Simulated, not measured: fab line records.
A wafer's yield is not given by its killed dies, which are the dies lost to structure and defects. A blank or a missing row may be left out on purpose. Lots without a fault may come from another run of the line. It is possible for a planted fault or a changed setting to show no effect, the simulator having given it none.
Matching of chambers    flow sky130    cmp-02 running SKY_LI_CONTACT_CMP_24: 4 sister chambers
The step polishes, stops on PSG, t overpolish 20 s, target thk 0 nm. 16 wafers are shown with their chamber, then 8 later ones without.

== WAFERS PAIRED WITH THEIR CHAMBERS ==
wafer   chamber  motor_current_A (A)  slurry_flow_ml_min  time_to_endpoint_s (s)
L145.2  3        12.3                 149.5               96
L145.4  2        11.3                 148.9               99
L145.5  0        9.4                  150.4               100
L147.1  1        10.7                 151.0               102
L147.5  1        10.1                 150.5               105
L147.6  2        11.1                 149.7               101
L148.1  1        10.1                 149.7               100
L148.2  3        11.7                 149.7               98
L148.5  1        11.3                 149.7               100
L150.1  1        10.2                 149.8               94
L150.3  0        9.0                  150.1               98
L150.4  3        12.3                 148.9               94
L152.2  1        10.5                 150.7               101
L152.4  2        11.1                 150.1               96
L152.5  0        9.1                  150.4               101
L153.1  0        9.0                  150.3               96

SIGNATURES, as means of the wafers listed above
reading             chamber 0  chamber 1  chamber 2  chamber 3  scatter within a chamber
motor_current_A     9.125      10.483     11.167     12.100     0.349
slurry_flow_ml_min  150.300    150.233    149.567    149.367    0.482
time_to_endpoint_s  98.75      100.33     98.67      96.00      2.9
Rule: a wafer's distance from a chamber is the root of the sum, over the readings, of the square of ((its reading less the chamber's mean) divided by the reading's scatter). If the next closest chamber is less than 2 further off than the closest, the wafer can't be placed; otherwise it belongs to the closest. The scatter is the square root of a quotient: the sum, over the shown wafers, of each reading's squared deviation from its chamber's mean, divided by wafers minus chambers.

== WAFERS WITHOUT THEIR CHAMBER ==
wafer   motor_current_A (A)  slurry_flow_ml_min  time_to_endpoint_s (s)
L153.2  10.2                 149.8               95
L153.4  12.1                 149.6               96
L155.4  12.2                 150.2               96
L155.5  10.9                 150.0               98
L155.6  10.7                 150.3               95
L160.1  9.6                  150.1               98
L160.3  11.2                 149.9               95
L160.6  9.2                  149.3               101

== CHAMBER TAKEN BY EACH ==
wafer   from the rows above           in truth
L153.2  can't be placed: 1 or 2 or 0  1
L153.4  3                             3
L155.4  can't be placed: 3 or 2       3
L155.5  can't be placed: 2 or 1       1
L155.6  can't be placed: 1 or 2       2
L160.1  can't be placed: 0 or 1       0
L160.3  can't be placed: 2 or 3 or 1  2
L160.6  can't be placed: 0 or 1       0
1 of 8 placed correctly. From these rows, 7 cannot be placed; in 7 the true chamber is one of the candidates. Wrongly placed: 0.
